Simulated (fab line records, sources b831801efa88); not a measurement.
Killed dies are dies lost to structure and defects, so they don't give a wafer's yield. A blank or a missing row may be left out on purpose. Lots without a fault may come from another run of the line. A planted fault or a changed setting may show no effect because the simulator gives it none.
Split-lot experiment | flow gf180mcu | 5 lots, 23 wafers read, on a route of 602 steps

THE SPLIT
At GF_V5_SPUTTER_22 (material TiN, target thk 10 nm, time 40 s), the setting power_w was moved away from the recipe's 4000 W on 9 of the 23 wafers read, by -8.8% to +7.7%. The other wafers ran this setting at the recipe's value.

The reading is taken at the split's own step.

THE READING
TiN_of_V5_SPUTTER_22.thk_nm (the simulator's own value, which no gauge read), in nm, at GF_V5_SPUTTER_22 (material TiN, target thk 10 nm, time 40 s). The file gives no usual value for it. The 14 wafers here that ran the recipe average 9.855 nm, standard deviation 0.087 nm.

wafer  | tool, chamber at the split | power_w as run, W | against the recipe | TiN_of_V5_SPUTTER_22.thk_nm, nm | against lot-mates on the recipe
L076.1 | pvd_sputter-02, -          | 4000              | recipe             | 9.917                           | -
L076.4 | pvd_sputter-02, -          | 4000              | recipe             | 9.887                           | -
L076.5 | pvd_sputter-02, -          | 4000              | recipe             | 9.755                           | -
L077.1 | pvd_sputter-02, -          | 4192              | +4.8%              | 10.2                            | +0.372
L077.2 | pvd_sputter-02, -          | 4192              | +4.8%              | 10.38                           | +0.552
L077.3 | pvd_sputter-02, -          | 4192              | +4.8%              | 10.12                           | +0.292
L077.5 | pvd_sputter-02, -          | 4000              | recipe             | 9.792                           | -
L077.6 | pvd_sputter-02, -          | 4000              | recipe             | 9.864                           | -
L081.1 | pvd_sputter-02, -          | 4000              | recipe             | 9.876                           | -
L081.2 | pvd_sputter-02, -          | 4000              | recipe             | 9.82                            | -
L081.4 | pvd_sputter-02, -          | 4000              | recipe             | 9.821                           | -
L081.5 | pvd_sputter-02, -          | 4000              | recipe             | 9.847                           | -
L081.6 | pvd_sputter-02, -          | 4000              | recipe             | 9.884                           | -
L082.1 | pvd_sputter-03, -          | 4307              | +7.7%              | 10.62                           | +0.845
L082.2 | pvd_sputter-03, -          | 4000              | recipe             | 9.64                            | -
L082.3 | pvd_sputter-03, -          | 4307              | +7.7%              | 10.79                           | +1.015
L082.4 | pvd_sputter-03, -          | 4307              | +7.7%              | 10.64                           | +0.866
L082.5 | pvd_sputter-03, -          | 4000              | recipe             | 9.909                           | -
L083.1 | pvd_sputter-02, -          | 3648              | -8.8%              | 9.02                            | -0.962
L083.2 | pvd_sputter-02, -          | 4000              | recipe             | 9.944                           | -
L083.3 | pvd_sputter-02, -          | 3648              | -8.8%              | 8.925                           | -1.057
L083.4 | pvd_sputter-02, -          | 3648              | -8.8%              | 9.027                           | -0.955
L083.6 | pvd_sputter-02, -          | 4000              | recipe             | 10.02                           | -

THE FIT
A straight line over all 23 wafers: TiN_of_V5_SPUTTER_22.thk_nm changes by +0.0991 nm for each +1% of power_w; r = +0.98; the points scatter about the line by 0.1 nm.
The same after taking each lot's own level away (the mean of its wafers on the recipe; 23 wafers): +0.111 nm for each +1%; r = +0.99; scatter 0.091 nm.
On that fit, the largest move of power_w shifts the reading by 0.98 nm.
The lots' own levels span 9.7745 to 9.9820 nm, that is 2.4 times the standard deviation above.
So the lot-to-lot level changes the slope: the two fits differ.
Check: with one of the wafers moved furthest among these (-8.8%) left out of the fit, the line predicts -0.995 nm for it against its lot-mates. It came out at -0.962 nm against them.

OTHER SPLITS ON THESE WAFERS
These wafers also went through other splits before the reading. Each is held against what the fit with the lots' levels taken away leaves over:
other split on the same wafers  | wafers away from the commonest value | r with TiN_of_V5_SPUTTER_22.thk_nm (lot level and that fit taken away)
GF_V5_CMP_04 leave_above_ref_nm | 11                                   | +0.00
GF_V5_SOFTBAKE_10 time_s        | 11                                   | +0.07

THE FILE'S OWN FIT
TiN_of_V5_SPUTTER_22.thk_nm changes by +0.11 nm for each +1% of power_w, r = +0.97.
